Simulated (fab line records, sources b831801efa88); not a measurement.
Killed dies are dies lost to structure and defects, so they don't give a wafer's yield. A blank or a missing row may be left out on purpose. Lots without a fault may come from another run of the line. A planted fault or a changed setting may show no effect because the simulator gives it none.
Which tool did it? | flow gf180mcu | 12 lots, 36 wafers sampled, at 4 steps of a route of 602

WHAT THE GAUGES READ, wafer by wafer
GF_M2_THK_MEAS_06: measures by xrf. Usual: M2_ALCU_THK 456 nm, standard deviation 4.7.
lot  | measured     | on            | M2_ALCU_THK (nm) | flag
L277 | day 18 07:22 | film_metro-02 | 459 452 453      |
L278 | day 18 19:36 | film_metro-01 | 467 464 466      |
L292 | day 23 23:40 | film_metro-02 | 453 466 461      |
L294 | day 24 10:11 | film_metro-02 | 452 453 453      |
L295 | day 24 17:08 | film_metro-01 | 457 460 459      |
L296 | day 25 07:49 | film_metro-02 | 453 454 454      |
L298 | day 25 16:40 | film_metro-02 | 454 453 452      |
L299 | day 25 20:11 | film_metro-02 | 455 449 450      |
L300 | day 26 07:15 | film_metro-03 | 446 450 452      |

WHICH TOOL RAN EACH LOT (tool, then ch and the chambers of the sampled wafers, then the start)
lot  | GF_STI_ETCH_13                    | GF_STI_STRIP_15                     | GF_V1_ETCH_17
L277 | rie_diel-01 ch 1,2,3, day 2 03:38 | plasma_asher-02 ch 0,1, day 2 03:47 | rie_diel-04 ch 0,2, day 18 07:22 or earlier
L278 | rie_diel-01 ch 1,2,3, day 2 07:37 | plasma_asher-04 ch 1, day 2 07:46   | rie_diel-04 ch 0,1,2, day 18 19:36 or earlier
L288 | rie_diel-02 ch 0,1,2, day 4 11:26 | plasma_asher-04 ch 0,1, day 4 11:35 | -
L289 | rie_diel-03 ch 1,2,3, day 4 15:28 | plasma_asher-04 ch 0,1, day 4 15:37 | -
L290 | rie_diel-03 ch 0,2,3, day 4 20:46 | plasma_asher-01 ch 0,1, day 4 20:55 | -
L292 | rie_diel-01 ch 1,3, day 5 06:26   | plasma_asher-01 ch 0,1, day 5 06:35 | rie_diel-02 ch 1,2, day 23 23:40 or earlier
L294 | rie_diel-01 ch 1,2, day 5 18:23   | plasma_asher-01 ch 0,1, day 5 18:34 | rie_diel-04 ch 0,2, day 24 10:11 or earlier
L295 | rie_diel-02 ch 1,3, day 5 23:31   | plasma_asher-02 ch 0, day 5 23:40   | rie_diel-03 ch 2,3, day 24 17:08 or earlier
L296 | rie_diel-01 ch 0,1,2, day 6 03:37 | plasma_asher-04 ch 0,1, day 6 03:46 | rie_diel-04 ch 0,3, day 25 07:49 or earlier
L298 | rie_diel-01 ch 0,1,3, day 6 14:49 | plasma_asher-02 ch 0,1, day 6 14:58 | rie_diel-03 ch 1,2, day 25 16:40 or earlier
L299 | rie_diel-03 ch 0,2,3, day 6 18:17 | plasma_asher-01 ch 0,1, day 6 18:26 | rie_diel-03 ch 1,2,3, day 25 20:11 or earlier
L300 | rie_diel-02 ch 0,2,3, day 7 01:29 | plasma_asher-02 ch 0,1, day 7 01:38 | rie_diel-03 ch 0,1,2, day 26 07:15 or earlier
- GF_STI_ETCH_13: etches the open film in CHF3/O2, stops on Si, target depth 282.31 nm, time 112.9 s.
- GF_STI_STRIP_15: strips in O2/N2.
- GF_V1_ETCH_17: etches SiO2 in C4F8/O2/Ar, stops on TiN, target depth 630 nm.

WHAT THE TOOLS THEMSELVES READ (means of the sampled wafers that have a number; where no wafer has one, the mark that the record gives instead)
GF_STI_ETCH_13. Usual: O2_flow_sccm 5.000 sccm, standard deviation 0.014; bias_w 200.1 W, standard deviation 0.51; drypump_motor_current_A 5.37 A, standard deviation 0.24; oes_product_au 0.835 a.u., standard deviation 0.006; throttle_valve_pct 8.811 %, standard deviation 0.0095.
lot  | tool        | O2_flow_sccm (sccm) | bias_w (W) | drypump_motor_current_A (A) | oes_product_au (a.u.) | throttle_valve_pct (%) | flag
L277 | rie_diel-01 | 4.996               | 199.8      | 5.34                        | 0.841                 | 8.811                  |
L278 | rie_diel-01 | 5.003               | 199.8      | 5.34                        | 0.838                 | 8.813                  |
L288 | rie_diel-02 | -                   | -          | -                           | -                     | -                      | OFF
L289 | rie_diel-03 | -                   | -          | -                           | -                     | -                      | OFF
L290 | rie_diel-03 | -                   | -          | -                           | -                     | -                      | OFF
L292 | rie_diel-01 | 4.997               | 199.7      | 5.53                        | 0.830                 | 8.807                  |
L294 | rie_diel-01 | 4.989               | 200.6      | 5.15                        | 0.837                 | 8.822                  |
L295 | rie_diel-02 | 4.999               | 199.9      | 5.57                        | 0.837                 | 8.816                  |
L296 | rie_diel-01 | 5.016               | 199.8      | 5.39                        | 0.841                 | 8.813                  |
L298 | rie_diel-01 | 4.985               | 199.9      | 5.56                        | 0.836                 | 8.806                  |
L299 | rie_diel-03 | 4.999               | 200.5      | 5.17                        | 0.829                 | 8.812                  |
L300 | rie_diel-02 | 4.988               | 200.4      | 5.27                        | 0.836                 | 8.806                  |

GF_STI_STRIP_15. Usual: drypump_motor_current_A 5.8 A, standard deviation 0.56; heater_power_w 327 W, standard deviation 28; o2_flow_sccm 3000 sccm, standard deviation 8.8; oes_product_au 0.384 a.u., standard deviation 0.0055; strip_time_to_endpoint_s 3.74 s, standard deviation 0.049.
lot  | tool            | drypump_motor_current_A (A) | heater_power_w (W) | o2_flow_sccm (sccm) | oes_product_au (a.u.) | strip_time_to_endpoint_s (s) | flag
L277 | plasma_asher-02 | 5.8                         | 332                | 2991                | 0.378                 | 3.73                         |
L278 | plasma_asher-04 | 4.7                         | 384                | 3005                | 0.388                 | 3.76                         |
L288 | plasma_asher-04 | 6.0                         | 342                | 2995                | 0.487                 | 6.22                         | OFF
L289 | plasma_asher-04 | 6.0                         | 341                | 2987                | 0.496                 | 6.27                         | OFF
L290 | plasma_asher-01 | 5.6                         | 305                | 2994                | 0.488                 | 6.28                         | OFF
L292 | plasma_asher-01 | 5.7                         | 310                | 3000                | 0.385                 | 3.78                         |
L294 | plasma_asher-01 | 5.8                         | 313                | 2996                | 0.378                 | 3.68                         |
L295 | plasma_asher-02 | 5.6                         | 317                | 2996                | 0.386                 | 3.68                         |
L296 | plasma_asher-04 | 6.0                         | 338                | 3009                | 0.382                 | 3.76                         |
L298 | plasma_asher-02 | 5.8                         | 329                | 2997                | 0.385                 | 3.79                         |
L299 | plasma_asher-01 | 5.7                         | 306                | 3002                | 0.385                 | 3.70                         |
L300 | plasma_asher-02 | 5.8                         | 332                | 2999                | 0.383                 | 3.75                         |

GF_V1_ETCH_17. Usual: bias_w 1200 W, standard deviation 3.6; chamber_pressure_mTorr 40.00 mTorr, standard deviation 0.037; oes_product_au 0.856 a.u., standard deviation 0.0046.
lot  | tool        | bias_w (W) | chamber_pressure_mTorr (mTorr) | oes_product_au (a.u.) | flag
L277 | rie_diel-04 | 1198       | 40.02                          | 0.856                 |
L278 | rie_diel-04 | 1196       | 40.01                          | 0.854                 |
L292 | rie_diel-02 | 1201       | 40.00                          | 0.854                 |
L294 | rie_diel-04 | 1200       | 40.00                          | 0.855                 |
L295 | rie_diel-03 | 1201       | 39.98                          | 0.854                 |
L296 | rie_diel-04 | 1199       | 40.00                          | 0.854                 |
L298 | rie_diel-03 | 1197       | 39.99                          | 0.859                 |
L299 | rie_diel-03 | 1204       | 40.00                          | 0.860                 |
L300 | rie_diel-03 | 1206       | 40.02                          | 0.857                 |

THE ANSWER, worked out from the rows above alone
Rule: a lot is off if the mean of its wafers that have a number lies more than 3 standard deviations from the usual mean. A lot without any number at a reading at which 4 lots or more have one is off too. The other lots that the step has rows for count as sound. The gauges are gone through in route order, then the tools' own readings, and for those a lot's mean is taken as printed above. The first step at which some lot is off is used, and at that step the reading that is off furthest; a lot without a number counts as furthest.
Off: L288, L289, L290, at GF_STI_ETCH_13 (O2_flow_sccm). Without a number there: L288, L289, L290.
A tool fits if, at that step or a process step before it, it ran every lot that is off, and no sound lot after the first of them. None of those tried fits.

WHAT THE SIMULATOR HAD PUT IN
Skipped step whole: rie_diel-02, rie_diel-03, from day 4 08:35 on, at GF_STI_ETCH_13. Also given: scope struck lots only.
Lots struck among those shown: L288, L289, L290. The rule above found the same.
